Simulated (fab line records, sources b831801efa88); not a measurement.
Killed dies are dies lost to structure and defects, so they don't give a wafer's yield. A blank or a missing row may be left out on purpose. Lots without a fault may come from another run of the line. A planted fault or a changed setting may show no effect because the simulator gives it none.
One fault seen from 2 desks | flow gf180mcu | each desk has only its own numbers; what lay behind them comes last

THE METROLOGY DESK
What the gauges read, lot by lot, whatever tool the lot ran on: means of the sampled wafers that have a number. A lot is out of limits, marked OUT, if its mean lies more than 4 standard deviations from the usual mean; the brackets give that distance.
Columns: A = LVPWELL_TW at GF_LVPWELL_TW_MEAS_11, usual 562; B = LVPWELL_RS at GF_VT_IMPLANT_RS_MEAS_48, usual 1198 ohm/sq; C = V2_OVL at GF_V2_OVL_MEAS_15, usual -2 nm
lot  | first seen here | A   | B              | C
L746 | day 4 05:22     | 558 | 1192           | 4
L747 | day 4 09:28     | 560 | 1192           | -5
L749 | day 4 23:28     | 556 | 1192           | -5
L751 | day 5 05:39     | 565 | 1198           | -4
L752 | day 5 12:07     | 566 | 1198           | 5
L753 | day 5 18:31     | 565 | 1197           | 1
L757 | day 7 03:44     | 569 | 1200           | 1
L758 | day 7 10:50     | 578 | 1104 (-24) OUT | -1
L760 | day 7 17:53     | 575 | 1107 (-23) OUT | -4
L762 | day 8 05:53     | 563 | 1203           | -8
L765 | day 8 14:28     | 565 | 1196           | 1
L767 | day 9 05:10     | 563 | 1199           | -6
L768 | day 9 08:35     | 554 | 1195           | -5
This desk's finding: out of limits on L758, L760; first on L758, day 11 22:05 (LVPWELL_RS at GF_VT_IMPLANT_RS_MEAS_48). In limits: L746, L747, L749, L751, L752, L753, L757, L762, L765, L767, L768.

THE TOOL OWNER'S DESK: implanter-01
The tool's own readings at GF_LVPWELL_IMPLANT_08: means of the sampled wafers that have a number, for each lot that ran on this tool. A lot is out of limits, marked OUT, if its mean lies more than 4 standard deviations from the usual mean; the brackets give that distance.
Columns: A = beam_on_s at GF_LVPWELL_IMPLANT_08, usual 10.01 s; B = faraday_current_uA at GF_LVPWELL_IMPLANT_08, usual 84.5
lot  | first seen here | A                | B
L746 | day 4 04:58     | 10.06            | 84.1
L747 | day 4 09:04     | 10.07            | 83.9
L749 | day 4 23:04     | 10.01            | 84.4
L751 | day 5 05:16     | 10.11            | 83.6
L758 | day 7 10:26     | 11.76 (+8.3) OUT | 71.9 (-7.0) OUT
L760 | day 7 17:30     | 11.79 (+8.5) OUT | 71.7 (-7.1) OUT
This desk's finding: out of limits on L758, L760; first on L758, day 7 10:26 (beam_on_s at GF_LVPWELL_IMPLANT_08). In limits: L746, L747, L749, L751.

PUT TOGETHER
The tool owner's desk could have raised an alarm at day 7 10:26, on L758, L760.
The metrology desk could have raised an alarm at day 11 22:05, on L758, L760.
Of the lots named, all ran GF_LVPWELL_IMPLANT_08 on implanter-01.

WHAT THE SIMULATOR HAD PUT IN
Process parameter drift: implanter-01, from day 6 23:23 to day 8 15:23, at GF_LVPWELL_IMPLANT_08. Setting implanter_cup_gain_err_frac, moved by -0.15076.
Lots struck among those shown: L758, L760.
Hours from the fault's start to each desk's first reading out of limits: the tool owner's desk, 11; the metrology desk, 119.
